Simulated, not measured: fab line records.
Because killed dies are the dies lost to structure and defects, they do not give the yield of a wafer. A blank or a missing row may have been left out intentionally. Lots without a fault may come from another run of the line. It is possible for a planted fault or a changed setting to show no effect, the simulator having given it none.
fab line records	flow sky130
record lots=7	wafers=21	lastDay=50
route steps=708 shown VIA2@509 METAL3@532 PAD_OPEN@708
lots with no fault: from the same line, run without faults
startH: the number of hours between the record's first day and the start of the first shown wafer of the lot	waitH: hours elapsed since this lot's preceding step	" identical to the entry in the row above	L1.1+2: several wafers, shown together as one row	- no value, or no start given	* or withheld: withheld	< > ~ a bound
route shown NAME@n: NAME is a module with steps in the file, n the number in the route of the first one	usual: mean/standard deviation of fault-free wafers	same: alike in all rows	chamber/n: place in a boat	sites: per-site readings	_std_site: standard deviation of those values	_edge_site: outer sites' mean less inner sites'	radiusMm: how far each site lies from the wafer's centre	mask NAME#n: copy n	behind: tool/chamber where the wafer was last shaped	hold: what put the lot on hold/how long, in hours/how the hold closed	device: the n, p or np transistor that did not switch	end of line: the route-end tests of the same wafers	a step given without rows: its recipe and nothing more	killed: dies that structure and defects cost at the first sort, which is not the same as the wafer's yield	map: per-die view of a wafer (x killed, . not killed, _ where there is no die)
set.NAME: the setting as run; set.NAME@STEP: as run at that earlier step	model.NAME: the simulator's own value behind a step, which no gauge read
certain route steps with their lots: each step a table, each wafer a row
services: the hour from which a tool's chamber was out of use, counted from the record's first day as startH (under 0 if before that day), plus the number of hours and why
## steps
# step SKY_VIA2_CMP_02
# recipe material=SiO2	downForcePsi=4	platenRpm=60	padVelocityMS=0.94248
# usual motorCurrentA=11.9/1.1	slurryFlowMlMin=150.0/0.47
lot.wafer	tool	chamber	startH	waitH	motorCurrentA	slurryFlowMlMin
L469.1	cmp-01	2	886.99	0.1	11.6	150.1
L469.5	"	0	"	"	11.6	149.7
L469.6	"	1	"	"	11.3	150.8
L472.4	cmp-01	2	920.25	0.1	11.5	149.9
L472.1	"	0	"	"	12.3	150.3
L472.6	"	2	"	"	11.0	150.4
L479.3	cmp-02	1	949.88	0.1	14.1	150.2
L479.6	"	3	"	"	11.4	150.2
L479.5	"	0	"	"	12.7	150.2
L481.3	cmp-01	1	965.22	0.1	12.2	149.8
L481.2	"	2	"	"	10.7	149.6
L481.1	"	3	"	"	12.6	150.2
L482.1	cmp-01	0	968.19	0.1	11.7	149.8
L482.2	"	3	"	"	12.3	149.8
L482.5	"	1	"	"	11.4	150.2
L483.1	cmp-01	3	971.73	0.1	11.9	150.7
L483.3	"	0	"	"	12.0	150.5
L483.5	"	0	"	"	12.0	150.8
L484.3	cmp-02	1	975.67	0.0	14.1	150.0
L484.6	"	1	"	"	14.3	150.6
L484.5	"	2	"	"	9.5	149.3
# step SKY_VIA2_BOW_MEAS_03
# recipe mode=bow
# usual VIA2_BOW=84/7.1
lot.wafer	tool	chamber	startH	waitH	VIA2_BOW[um]
L469.1	filmMetro-04	-	887.19	0.1	84
L469.5	"	-	"	"	77
L469.6	"	-	"	"	82
L472.1	filmMetro-04	-	920.50	0.1	77
L472.4	"	-	"	"	72
L472.6	"	-	"	"	87
L479.3	filmMetro-04	-	950.12	0.2	92
L479.5	"	-	"	"	93
L479.6	"	-	"	"	88
L481.1	filmMetro-04	-	965.47	0.1	84
L481.2	"	-	"	"	92
L481.3	"	-	"	"	89
L482.1	filmMetro-04	-	968.49	0.2	78
L482.2	"	-	"	"	89
L482.5	"	-	"	"	89
L483.1	filmMetro-02	-	972.03	0.2	74
L483.3	"	-	"	"	85
L483.5	"	-	"	"	81
L484.3	filmMetro-04	-	976.01	0.3	77
L484.5	"	-	"	"	89
L484.6	"	-	"	"	77
# step SKY_VIA2_DEHYDRATE_04
# recipe tempC=200	timeS=60
# step SKY_VIA2_HMDS_05
# recipe primeTimeS=60	primeTempC=120
# step SKY_VIA2_COAT_06
# recipe resist=BARC	tempC=withheld	timeS=withheld	spinRpm=3000	resistThkNm=60
# step SKY_VIA2_COAT_07
# recipe resist=KrF-thick	spinRpm=3000	resistThkNm=450
# step SKY_VIA2_SOFTBAKE_08
# recipe tempC=100	timeS=90	resist=KrF-thick
# step SKY_VIA2_EXPOSE_09
# recipe maskId=VIM2	na=0.8	sourceShape=annular	sigmaInner=0.55	sigmaOuter=0.85	targetCdNm=200	doseMj=38
# step SKY_VIA2_PEB_10
# recipe pebTempC=withheld	pebTimeS=withheld	resist=KrF-thick
# step SKY_VIA2_DEVELOP_11
# recipe developTimeS=60	resist=KrF-thick	devTempC=21
# step SKY_VIA2_CD_MEAS_12
# recipe targetCdNm=200
# usual cdNm=199.6/1.2
lot.wafer	tool	chamber	startH	waitH	cdNm
L469.1	cdSem-01	-	912.11	-	200.7
L469.5	"	-	"	"	200.1
L469.6	"	-	"	"	199.5
L472.1	cdSem-01	-	945.00	-	199.0
L472.4	"	-	"	"	199.2
L472.6	"	-	"	"	199.9
L479.3	cdSem-02	-	973.52	-	198.2
L479.5	"	-	"	"	198.9
L479.6	"	-	"	"	198.3
L481.1	cdSem-02	-	988.03	-	201.3
L481.2	"	-	"	"	201.3
L481.3	"	-	"	"	200.4
L482.1	cdSem-01	-	991.81	-	197.8
L482.2	"	-	"	"	199.7
L482.5	"	-	"	"	197.7
L483.1	cdSem-02	-	995.66	-	200.3
L483.3	"	-	"	"	201.7
L483.5	"	-	"	"	200.1
L484.3	cdSem-01	-	999.59	-	199.0
L484.5	"	-	"	"	200.0
L484.6	"	-	"	"	198.2
# step SKY_VIA2_OVL_MEAS_13
# usual VIA2_OVL=3/4.9
lot.wafer	tool	chamber	startH	waitH	VIA2_OVL[nm]
L469.1	overlay-01	-	912.23	0.1	-3
L469.5	"	-	"	"	-3
L469.6	"	-	"	"	-4
L472.1	overlay-02	-	945.12	0.1	6
L472.4	"	-	"	"	16
L472.6	"	-	"	"	5
L479.3	overlay-02	-	973.61	0.1	3
L479.5	"	-	"	"	-2
L479.6	"	-	"	"	0
L481.1	overlay-02	-	988.15	0.1	5
L481.2	"	-	"	"	-4
L481.3	"	-	"	"	1
L482.1	overlay-01	-	991.93	0.1	2
L482.2	"	-	"	"	-5
L482.5	"	-	"	"	-1
L483.1	overlay-01	-	995.78	0.1	6
L483.3	"	-	"	"	7
L483.5	"	-	"	"	11
L484.3	overlay-02	-	999.68	0.1	5
L484.5	"	-	"	"	2
L484.6	"	-	"	"	6
# step SKY_VIA2_ETCH_14
# recipe chemistry=N2/H2	target=BARC	ionEnergyEv=200	sourceW=500	biasW=100	pressureMtorr=30	n2FlowSccm=100	h2FlowSccm=200	stopOn=SiO2	timeS=45.9	targetDepthA=600
# usual biasW=100.03/0.3	drypumpMotorCurrentA=5.8/0.48	oesProductAu=0.854/0.0044	throttleValvePct=13.224/0.011
lot.wafer	tool	chamber	startH	waitH	biasW	drypumpMotorCurrentA	oesProductAu	rfHoursCounterH	throttleValvePct	model.KrF-thick_of_VIA2_COAT_07.thkNm	model.etch.depthNm	model.VIA2.cdNm
L469.1	rieDiel-02	3	912.27	0.0	100.29	6.2	0.859	13	13.208	391.9	59.92	201
L469.5	"	1	"	"	99.69	5.0	0.850	-	13.216	389	60.08	200.1
L469.6	"	2	"	"	99.54	5.2	0.862	-	13.207	389.2	59.89	198.6
L472.1	rieDiel-03	0	945.15	0.0	100.08	5.6	0.864	11	13.228	390.9	59.97	199.4
L472.4	"	3	"	"	99.71	6.2	0.853	9	13.214	392	59.96	199.8
L472.6	"	1	"	"	99.54	6.0	0.860	-	13.228	391.8	59.67	200.5
L479.3	rieDiel-02	1	973.64	0.0	99.79	5.0	0.753	14	13.230	408.7	47.46	194.6
L479.5	"	1	"	"	99.74	5.0	0.852	-	13.226	390.4	60.01	199.1
L479.6	"	0	"	"	100.31	6.3	0.851	-	13.225	391.7	59.89	197.3
L481.1	rieDiel-02	3	988.19	0.0	99.97	6.2	0.756	15	13.221	411.5	46.59	197.9
L481.2	"	1	"	"	100.57	5.0	0.858	14	13.208	395.1	60.23	200.9
L481.3	"	2	"	"	100.29	5.2	0.756	13	13.215	411.9	47.65	196.1
L482.1	rieDiel-02	2	991.97	0.0	100.29	5.2	0.757	13	13.226	407.9	47.88	193.5
L482.2	"	1	"	"	100.08	5.0	0.860	14	13.201	389.4	60.07	199.2
L482.5	"	3	"	"	99.83	6.2	0.856	-	13.234	392.6	59.96	198
L483.1	rieDiel-03	0	995.82	0.0	99.60	5.5	0.859	12	13.213	392.8	59.97	200.5
L483.3	"	1	"	"	99.95	6.0	0.854	18	13.228	392.2	60.01	201.4
L483.5	"	2	"	"	99.85	5.7	0.858	-	13.238	393.4	59.94	200.6
L484.3	rieDiel-03	0	999.70	0.0	99.54	5.5	0.854	12	13.228	393.6	60.19	199.3
L484.5	"	1	"	"	100.06	6.0	0.854	-	13.217	392.7	60.28	199.6
L484.6	"	0	"	"	100.04	5.5	0.858	-	13.233	392.1	60.11	198.5
# step SKY_VIA2_ETCH_15
# recipe target=SiO2	chemistry=C4F8/O2/Ar	targetDepthNm=546	stopOn=TiN	maskMaterial=KrF-thick	sourceW=1500	biasW=1200	pressureMtorr=40	c4f8FlowSccm=withheld	O2_flow_sccm=6	Ar_flow_sccm=300	timeS=84
# usual biasW=1200/3.3	oesProductAu=0.940/0.0049
lot.wafer	tool	chamber	startH	waitH	biasW	oesProductAu	rfHoursCounterH	model.KrF-thick_of_VIA2_COAT_07.thkNm
L469.1	rieDiel-02	3	912.31	0.0	1200	0.943	13	283.3
L469.5	"	1	"	"	1197	0.942	-	279
L469.6	"	2	"	"	1197	0.929	-	277.7
L472.1	rieDiel-03	0	945.20	0.0	1194	0.938	11	283.2
L472.4	"	3	"	"	1203	0.947	9	284.9
L472.6	"	1	"	"	1198	0.936	-	284.5
L479.3	rieDiel-02	1	973.68	0.0	1202	0.404	14	298.1
L479.5	"	1	"	"	1204	0.944	-	280.4
L479.6	"	0	"	"	1197	0.946	-	283.1
L481.1	rieDiel-02	3	988.23	0.0	1200	0.380	15	302.7
L481.2	"	1	"	"	1199	0.942	14	283.7
L481.3	"	2	"	"	1199	0.398	13	299.2
L482.1	rieDiel-02	2	992.01	0.0	1193	0.411	13	296.9
L482.2	"	1	"	"	1199	0.936	14	279.2
L482.5	"	3	"	"	1198	0.941	-	284.5
L483.1	rieDiel-03	0	995.86	0.0	1202	0.941	12	285.9
L483.3	"	1	"	"	1198	0.938	18	285.4
L483.5	"	2	"	"	1196	0.946	-	286.1
L484.3	rieDiel-03	0	999.75	0.0	1198	0.946	12	287
L484.5	"	1	"	"	1202	0.938	-	285.2
L484.6	"	0	"	"	1204	0.938	-	284.4
# step SKY_VIA2_STRIP_16
# recipe chemistry=O2/N2	powerW=1400	pressureMtorr=1500	platenTempC=withheld	o2FlowSccm=3000	n2FlowSccm=300	overashFraction=0.5
# usual drypumpMotorCurrentA=5.84/0.27	oesProductAu=0.398/0.005	stripTimeToEndpointS=4.04/0.03
lot.wafer	tool	chamber	startH	waitH	drypumpMotorCurrentA	oesProductAu	rfHoursCounterH	stripTimeToEndpointS
L469.1	plasmaAsher-03	1	912.37	0.0	5.85	0.396	72	4.05
L469.5	"	1	"	"	5.82	0.401	-	3.99
L469.6	"	0	"	"	5.74	0.404	-	3.99
L472.1	plasmaAsher-03	0	945.26	0.0	5.74	0.392	76	4.04
L472.4	"	0	"	"	5.73	0.393	-	4.05
L472.6	"	1	"	"	5.86	0.397	-	4.07
L479.3	plasmaAsher-03	0	973.77	0.1	5.69	0.409	-	4.21
L479.5	"	1	"	"	5.83	0.396	-	4.00
L479.6	"	0	"	"	5.69	0.399	-	4.05
L481.1	plasmaAsher-04	0	988.29	0.0	5.79	0.406	118	4.26
L481.2	"	1	"	"	6.36	0.405	118	4.07
L481.3	"	0	"	"	5.75	0.404	-	4.23
L482.1	plasmaAsher-03	1	992.07	0.0	5.84	0.415	80	4.21
L482.2	"	0	"	"	5.67	0.389	80	4.01
L482.5	"	1	"	"	5.82	0.389	-	4.06
L483.1	plasmaAsher-01	1	995.92	0.0	5.42	0.393	59	4.08
L483.3	"	0	"	"	5.52	0.404	-	4.06
L483.5	"	1	"	"	5.42	0.396	-	4.07
L484.3	plasmaAsher-04	1	999.84	0.1	6.34	0.398	-	4.09
L484.5	"	1	"	"	6.37	0.397	-	4.07
L484.6	"	0	"	"	5.80	0.398	-	4.07
# step SKY_VIA2_STRIP_17
# recipe chemistry=postEtchResidueRemover	timeS=1200	tempC=72.5
# step SKY_VIA2_CLEAN_18
# recipe chemistry=IPA	timeS=180	tempC=25
# step SKY_VIA2_CLEAN_19
# recipe chemistry=O3/DIW	dry=n2Spin
# step SKY_VIA2_SPUTTER_20
# recipe material=TiN	targetThkNm=20	chamberPressurePa=5	powerW=4000	timeS=80
# usual throttleValvePct=29.1/1
lot.wafer	tool	chamber	startH	waitH	throttleValvePct
L469.1	pvdSputter-03	-	912.96	0.0	27.3
L469.5	"	-	"	"	29.5
L469.6	"	-	"	"	27.5
L472.1	pvdSputter-03	-	945.86	0.0	29.5
L472.4	"	-	"	"	29.6
L472.6	"	-	"	"	29.4
L479.3	pvdSputter-01	-	974.33	0.0	29.3
L479.5	"	-	"	"	29.2
L479.6	"	-	"	"	28.6
L481.1	pvdSputter-01	-	988.88	0.0	29.4
L481.2	"	-	"	"	30.8
L481.3	"	-	"	"	28.6
L482.1	pvdSputter-02	-	992.66	0.0	30.8
L482.2	"	-	"	"	29.7
L482.5	"	-	"	"	29.9
L483.1	pvdSputter-03	-	996.51	0.0	29.2
L483.3	"	-	"	"	27.2
L483.5	"	-	"	"	29.2
L484.3	pvdSputter-03	-	1000.40	0.0	26.9
L484.5	"	-	"	"	26.9
L484.6	"	-	"	"	29.5
# step SKY_VIA2_CVD_21
# recipe material=W	targetThkNm=420	timeS=126.4	tempC=400	pressureTorr=40
# usual heaterPowerW=782/82
lot.wafer	tool	chamber	startH	waitH	heaterPowerW	sinceWetCleanH
L469.1	cvdW-02	0	913.02	0.0	805	509
L469.5	"	0	"	"	808	-
L469.6	"	1	"	"	879	-
L472.1	cvdW-01	1	945.92	0.0	757	28
L472.4	"	1	"	"	761	-
L472.6	"	1	"	"	751	-
L479.3	cvdW-02	0	974.44	0.1	820	-
L479.5	"	1	"	"	889	-
L479.6	"	0	"	"	818	-
L481.1	cvdW-02	0	988.94	0.0	799	585
L481.2	"	1	"	"	882	585
L481.3	"	0	"	"	810	-
L482.1	cvdW-01	0	992.73	0.0	654	75
L482.2	"	1	"	"	770	75
L482.5	"	1	"	"	734	-
L483.1	cvdW-01	0	996.57	0.0	648	79
L483.3	"	0	"	"	651	-
L483.5	"	0	"	"	673	-
L484.3	cvdW-02	1	1000.51	0.1	875	-
L484.5	"	0	"	"	818	-
L484.6	"	1	"	"	906	-
# step SKY_VIA2_CMP_24
# recipe stopOn=SiO2	tOverpolishS=20	downForcePsi=3.5	platenRpm=60	targetThkNm=0	padVelocityMS=0.94248
# usual motorCurrentA=10.9/1	overpolishRunS=20.000/0.0096	slurryFlowMlMin=150.0/0.45	timeToEndpointS=100/5.9
lot.wafer	tool	chamber	startH	waitH	motorCurrentA	overpolishRunS	slurryFlowMlMin	timeToEndpointS
L469.1	cmp-01	2	913.34	0.1	10.4	19.999	149.7	101
L469.5	"	2	"	"	10.7	20.003	149.6	96
L469.6	"	3	"	"	11.7	19.994	150.3	94
L472.4	cmp-02	0	946.23	0.0	12.0	20.007	149.9	115
L472.1	"	2	"	"	8.9	19.995	150.4	103
L472.6	"	0	"	"	11.9	19.994	150.0	109
L479.3	cmp-01	1	974.85	0.2	10.2	19.999	149.5	100
L479.6	"	2	"	"	10.1	19.996	149.8	105
L479.5	"	3	"	"	11.8	20.006	148.5	96
L481.3	cmp-01	3	989.25	0.0	11.7	20.003	150.7	103
L481.1	"	0	"	"	10.6	19.995	150.2	104
L481.2	"	1	"	"	10.8	20.008	150.1	100
L482.1	cmp-01	3	993.04	0.1	11.8	20.004	150.4	100
L482.2	"	0	"	"	9.9	19.998	150.5	105
L482.5	"	0	"	"	10.7	20.002	150.6	102
L483.3	cmp-01	0	996.89	0.0	10.9	19.994	150.0	104
L483.1	"	2	"	"	10.2	19.989	149.5	106
L483.5	"	1	"	"	10.8	20.011	150.1	98
L484.3	cmp-02	3	1000.82	0.1	10.5	20.004	149.6	103
L484.5	"	2	"	"	9.3	19.999	150.7	101
L484.6	"	3	"	"	10.8	20.022	150.0	99
# step SKY_METAL3_SPUTTER_00
# recipe material=Ti	targetThkNm=15	powerW=3000	timeS=10	chamberPressurePa=0.4
# usual throttleValvePct=29.8/0.93
lot.wafer	tool	chamber	startH	waitH	throttleValvePct
L469.1	pvdSputter-02	-	913.64	0.2	28.6
L469.5	"	-	"	"	28.9
L469.6	"	-	"	"	29.9
L472.1	pvdSputter-04	-	946.53	0.1	29.8
L472.4	"	-	"	"	29.6
L472.6	"	-	"	"	30.6
L479.5	pvdSputter-04	-	975.02	0.0	29.7
L479.6	"	-	"	"	31.0
L481.2	pvdSputter-03	-	989.55	0.1	29.5
L482.2	pvdSputter-03	-	993.34	0.2	27.2
L482.5	"	-	"	"	27.0
L483.1	pvdSputter-02	-	997.19	0.1	29.8
L483.3	"	-	"	"	30.7
L483.5	"	-	"	"	30.9
L484.3	pvdSputter-04	-	1001.07	0.2	31.1
L484.5	"	-	"	"	29.2
L484.6	"	-	"	"	29.6
# step SKY_METAL3_SPUTTER_01
# recipe material=TiN	targetThkNm=20	powerW=6500	timeS=16.7	chamberPressurePa=0.4
# usual throttleValvePct=29.8/0.94
lot.wafer	tool	chamber	startH	waitH	throttleValvePct
L469.1	pvdSputter-02	-	913.66	0.0	28.8
L469.5	"	-	"	"	28.7
L469.6	"	-	"	"	29.8
L472.1	pvdSputter-04	-	946.55	0.0	29.6
L472.4	"	-	"	"	29.5
L472.6	"	-	"	"	30.7
L479.5	pvdSputter-04	-	975.04	0.0	29.6
L479.6	"	-	"	"	31.1
L481.2	pvdSputter-03	-	989.58	0.0	29.7
L482.2	pvdSputter-03	-	993.36	0.0	27.1
L482.5	"	-	"	"	27.1
L483.1	pvdSputter-02	-	997.21	0.0	30.1
L483.3	"	-	"	"	31.0
L483.5	"	-	"	"	30.8
L484.3	pvdSputter-04	-	1001.10	0.0	31.0
L484.5	"	-	"	"	29.7
L484.6	"	-	"	"	29.7
# step SKY_METAL3_SPUTTER_02
# recipe material=AlCu	targetThkNm=735	powerW=10600	timeS=39.1	chamberPressurePa=0.4
# usual throttleValvePct=29.8/0.9
lot.wafer	tool	chamber	startH	waitH	throttleValvePct
L469.1	pvdSputter-02	-	913.68	0.0	28.7
L469.5	"	-	"	"	29.1
L469.6	"	-	"	"	29.6
L472.1	pvdSputter-04	-	946.58	0.0	29.5
L472.4	"	-	"	"	29.2
L472.6	"	-	"	"	30.4
L479.5	pvdSputter-04	-	975.07	0.0	29.6
L479.6	"	-	"	"	31.0
L481.2	pvdSputter-03	-	989.60	0.0	29.7
L482.2	pvdSputter-03	-	993.38	0.0	27.5
L482.5	"	-	"	"	27.3
L483.1	pvdSputter-02	-	997.23	0.0	29.9
L483.3	"	-	"	"	30.9
L483.5	"	-	"	"	30.8
L484.3	pvdSputter-04	-	1001.12	0.0	31.2
L484.5	"	-	"	"	29.5
L484.6	"	-	"	"	29.6
# step SKY_PAD_OPEN_PROBE_99
lot.wafer	tool	chamber	startH	waitH	hold	model.etest.met2.open	model.etest.capOno.open	model.etest.fieldN.underFloor	model.etest.capThinOxide.underFloor	model.etest.diodeNwellSub.underFloor	model.etest.resIsoPwell.open	model.etest.capThickOxide.open	model.etest.capLiToPoly.open
L469.1+5+6	prober-01	-	1127.74	0.1	-	0	0	0	0	0	0	0	0
L472.1+4+6	prober-02	-	1154.35	0.1	-	0	0	0	0	0	0	0	0
L479.3	prober-01	-	1174.50	0.2	awaitDispo/3.3h/release	1	1	1	1	1	1	1	1
L479.5+6	prober-01	-	1174.60	0.2	awaitDispo/3.3h/release	0	0	0	0	0	0	0	0
L481.1+3	prober-01	-	1185.13	0.1	awaitDispo/3.0h/release	1	1	1	1	1	1	1	1
L481.2	prober-01	-	1185.18	0.1	awaitDispo/3.0h/release	0	0	0	0	0	0	0	0
L482.1	prober-02	-	1186.38	0.1	awaitDispo/6.5h/release	1	1	1	1	1	1	1	1
L482.2+5	prober-02	-	1186.43	0.1	awaitDispo/6.5h/release	0	0	0	0	0	0	0	0
L483.1+3+5	prober-01	-	1190.38	0.1	-	0	0	0	0	0	0	0	0
L484.3+5+6	prober-02	-	1192.68	0.2	-	0	0	0	0	0	0	0	0
# killed by level:class
L469.1 LI_CONTACT:geometricParticle:open=12 VIA1:geometricParticle:open=11 VIA2:geometricParticle:open=9 LOCAL_INTERCONNECT:geometricParticle:short=8 METAL2:geometricParticle:short=7 VIA3:geometricParticle:open=7 FIELD_ISO:geometricParticle:short=6 POLY_GATE:geometricParticle:short=5
L469.5 CONTACT:geometricParticle:open=11 VIA1:geometricParticle:open=10 METAL2:geometricParticle:short=7 VIA2:geometricParticle:open=7 FIELD_ISO:geometricParticle:open=6 CONTACT:geometricParticle:short=6 FIELD_ISO:geometricParticle:short=3 POLY_GATE:geometricParticle:open=3
L469.6 CONTACT:geometricParticle:open=11 FIELD_ISO:geometricParticle:open=6 LI_CONTACT:geometricParticle:open=6 VIA1:geometricParticle:open=6 VIA2:geometricParticle:open=6 VIA3:geometricParticle:open=6 METAL1:geometricParticle:short=5 VIA1:geometricParticle:short=5
L472.1 VIA1:geometricParticle:open=10 VIA1:geometricParticle:short=7 VIA2:geometricParticle:open=7 METAL2:geometricParticle:short=6 VIA3:geometricParticle:open=6 FIELD_ISO:geometricParticle:short=5 CONTACT:geometricParticle:open=5 VIA2:geometricParticle:short=5
L472.4 VIA1:geometricParticle:open=13 CONTACT:geometricParticle:open=12 VIA2:geometricParticle:open=7 VIA3:geometricParticle:open=7 METAL2:geometricParticle:short=6 FIELD_ISO:geometricParticle:open=5 VIA1:geometricParticle:short=5 LI_CONTACT:geometricParticle:short=4
L472.6 CONTACT:geometricParticle:open=11 LI_CONTACT:geometricParticle:open=7 VIA1:geometricParticle:short=7 VIA3:geometricParticle:open=6 CONTACT:geometricParticle:short=5 VIA2:geometricParticle:open=5 FIELD_ISO:geometricParticle:open=3 POLY_GATE:geometricParticle:short=3
L483.1 CONTACT:geometricParticle:open=10 VIA2:geometricParticle:open=9 LI_CONTACT:geometricParticle:short=6 VIA1:geometricParticle:short=6 METAL2:geometricParticle:short=5 VIA3:geometricParticle:open=5 POLY_GATE:geometricParticle:short=4 VIA1:geometricParticle:open=4
L483.3 LI_CONTACT:geometricParticle:open=11 VIA1:geometricParticle:open=8 CONTACT:geometricParticle:open=7 VIA3:geometricParticle:open=7 VIA2:geometricParticle:open=7 FIELD_ISO:geometricParticle:short=6 FIELD_ISO:geometricParticle:open=5 METAL1:geometricParticle:short=5
L483.5 CONTACT:geometricParticle:open=12 VIA2:geometricParticle:open=9 VIA1:geometricParticle:open=9 LI_CONTACT:geometricParticle:open=6 LI_CONTACT:geometricParticle:short=5 LOCAL_INTERCONNECT:geometricParticle:short=5 FIELD_ISO:geometricParticle:open=4 METAL1:geometricParticle:short=4
L484.3 VIA1:geometricParticle:open=15 CONTACT:geometricParticle:open=10 LI_CONTACT:geometricParticle:open=9 VIA2:geometricParticle:open=8 FIELD_ISO:geometricParticle:open=5 METAL1:geometricParticle:short=4 METAL2:geometricParticle:short=4 FIELD_ISO:geometricParticle:short=3
L484.5 VIA1:geometricParticle:open=10 LI_CONTACT:geometricParticle:open=9 VIA3:geometricParticle:open=9 CONTACT:geometricParticle:open=7 LOCAL_INTERCONNECT:geometricParticle:short=7 VIA2:geometricParticle:open=5 CONTACT:geometricParticle:short=4 VIA1:geometricParticle:short=4
L484.6 VIA1:geometricParticle:open=12 CONTACT:geometricParticle:open=8 FIELD_ISO:geometricParticle:short=7 VIA3:geometricParticle:open=7 VIA3:geometricParticle:short=6 VIA1:geometricParticle:short=5 LI_CONTACT:geometricParticle:open=4 LOCAL_INTERCONNECT:geometricParticle:short=4
# map L469.1 (x killed, . not)
__________.....xx..._________
________.x.x.x..x....x_______
______xx...x.xx.....x..._____
_____x...x..x...x.x......____
____...........xxx........___
___................x.......__
__..x.................xx...._
_............x......xx...x...
_..............x.............
_......x...x..x.....x......x.
_......xx..x....x....x...x.x.
_..x......x.xx...x........x..
_........x.....x...x...x.x...
_x......x.....x.x..x...x..x..
_......xx...x...x..x..x.x....
__.xx........x.x.x..x.x....._
___.xx.xx........xx.xx...x.__
____x.......x.x.....xx...x___
_____......x.......x.x.x.____
______..........x..x..x._____
________...x......xx.x_______
__________..x......._________
# map L483.3 (x killed, . not)
__________.x........_________
________xx.....x......_______
______.x...xx......x..x._____
_____................x...____
____..x...........xx....x.___
___x...x...x..x.xx..x...xx.__
__.x.x.x....x..........x...._
_..x.....x............x......
_....x.x..x.....x.x.......x..
_x.....x........xxx..x......x
_.x.............x.x.x....xx..
_xx..xx...x....x.........x...
_.....x.x.xx.x........x......
_...x.................x.x....
_.......x.x.x...x..xx....x...
__...xx.x........xx.x......x_
___.x.......x.....x..x.....__
____.....x.......x.....x..___
_____......x.x.......x...____
______..x.x.......x....._____
________x.xx.x....x..._______
__________xx......xx_________
## services
tool	chamber	startH	hours	kind
cmp-01	-	863.14	1.3	repair
cmp-01	-	868.30	3.6	pm
cvdW-01	-	904.00	14.0	pm
cvdW-01	0	904.00	14.0	ventCycle
cvdW-01	1	904.00	14.0	ventCycle
cmp-02	-	904.36	15.7	pm
cvdW-01	0	918.00	-	clean
cvdW-01	1	918.00	-	clean
cmp-02	-	920.02	6.2	pm
cmp-02	-	926.20	4.0	pm
cmp-02	-	930.20	-	consumableReplace:conditioner
cmp-02	-	930.20	-	consumableReplace:pad
cmp-01	-	932.08	3.0	repair
cmp-02	-	935.11	6.6	pm
cvdW-01	1	955.20	10.8	repair
plasmaAsher-04	-	957.15	0.3	repair
rieDiel-02	-	959.69	0.3	repair
cvdW-02	-	962.91	0.6	repair
plasmaAsher-01	-	971.88	0.8	repair
rieDiel-02	0	977.08	8.7	repair
rieDiel-02	-	994.00	14.6	pm
## key
firstSign step=SKY_VIA2_ETCH_14	reading=oesProductAu	direction=down	sigmas=22	usual=0.854	struck=0.755
effect step=SKY_VIA2_ETCH_15	reading=oesProductAu	direction=down	sigmas=99+	usual=0.940	struck=0.398
effect step=SKY_VIA2_STRIP_16	reading=stripTimeToEndpointS	direction=up	sigmas=6	usual=*	struck=*
effect step=SKY_METAL3_SPUTTER_00	reading=visit	direction=missing
effect step=SKY_METAL3_SPUTTER_01	reading=visit	direction=missing
effect step=SKY_METAL3_SPUTTER_02	reading=visit	direction=missing
effect step=SKY_PAD_OPEN_PROBE_99	reading=hold	direction=added
modelEffect step=SKY_VIA2_ETCH_14	value=KrF-thick_of_VIA2_COAT_07.thkNm	without=392.7	struck=410
modelEffect step=SKY_VIA2_ETCH_15	value=KrF-thick_of_VIA2_COAT_07.thkNm	without=281.9	struck=299.2
modelEffect step=SKY_PAD_OPEN_PROBE_99	value=etest.met2.open	without=0	struck=1
metAt SKY_VIA2_ETCH_14
struckWafers L479.3,L481.1,L481.3,L482.1
laterRowsLeftOut L479.3,L481.1,L481.3,L482.1
sortLeftOut L479.3,L481.1,L481.3,L482.1
onsetBetween 912.27 973.64
fault kind=processParameterDrift	tool=rieDiel-02	chamber=-	onsetH=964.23	steps=SKY_VIA2_ETCH_14	channel=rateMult	offset=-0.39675	shape=step	endH=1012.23	scope=struckWafersOnly
# sortLeftOut: the simulated sort isn't trusted on such a fault, so these wafers' sort isn't shown, and their yield isn't known
# laterRowsLeftOut: the simulator's readings of these wafers behind a module that went badly wrong aren't trusted and aren't shown, but for the sort
